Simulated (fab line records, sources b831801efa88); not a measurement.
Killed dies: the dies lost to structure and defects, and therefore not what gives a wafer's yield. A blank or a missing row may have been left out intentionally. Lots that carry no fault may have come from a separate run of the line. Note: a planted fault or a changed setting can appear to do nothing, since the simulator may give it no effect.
Which tool is to blame? | flow sky130 | 6 lots (18 wafers sampled), 1 step of a 708-step route

WHAT THE GAUGES READ, wafer by wafer
SKY_CONTACT_RS_MEAS_25: the measuring method here is four-point-probe.
lot  | measured     | on           | CONTACT_W_RS (ohm/sq)
L486 | day 32 13:32 | filmMetro-02 | 0.324 0.324 0.344
L495 | day 34 13:58 | filmMetro-02 | 0.337 0.340 0.320
L496 | day 35 19:55 | filmMetro-02 | 0.325 0.326 0.341
L501 | day 37 01:25 | filmMetro-01 | 0.342 0.327 0.340
L504 | day 38 10:49 | filmMetro-02 | 0.347 0.345 0.345
L506 | day 38 14:44 | filmMetro-04 | 0.324 0.327 0.326

TOOL THAT RAN EACH LOT (tool first, then ch and the chambers of the sampled wafers, then the start)
The record holds no process step before these readings.

THE ANSWER, worked out from the rows above alone
Rule: what is usual is taken from the lots themselves. The widest of any qualifying gaps counts: lots, ordered by their means at a reading, are off when they make up no more than a third of the lots, leave a main group of 4 or more, and stand apart from it by 3 or more times the standard deviation of that group's means. Not used: any main group whose means are identical at the precision the tables above print for the reading. Also off: a lot with no number at a reading for which 4 or more lots have one. Any other lot the step has rows for is counted as sound.
No lot is off on any of the readings shown, so nothing can be concluded from this.

WHAT THE SIMULATOR HAD PUT IN
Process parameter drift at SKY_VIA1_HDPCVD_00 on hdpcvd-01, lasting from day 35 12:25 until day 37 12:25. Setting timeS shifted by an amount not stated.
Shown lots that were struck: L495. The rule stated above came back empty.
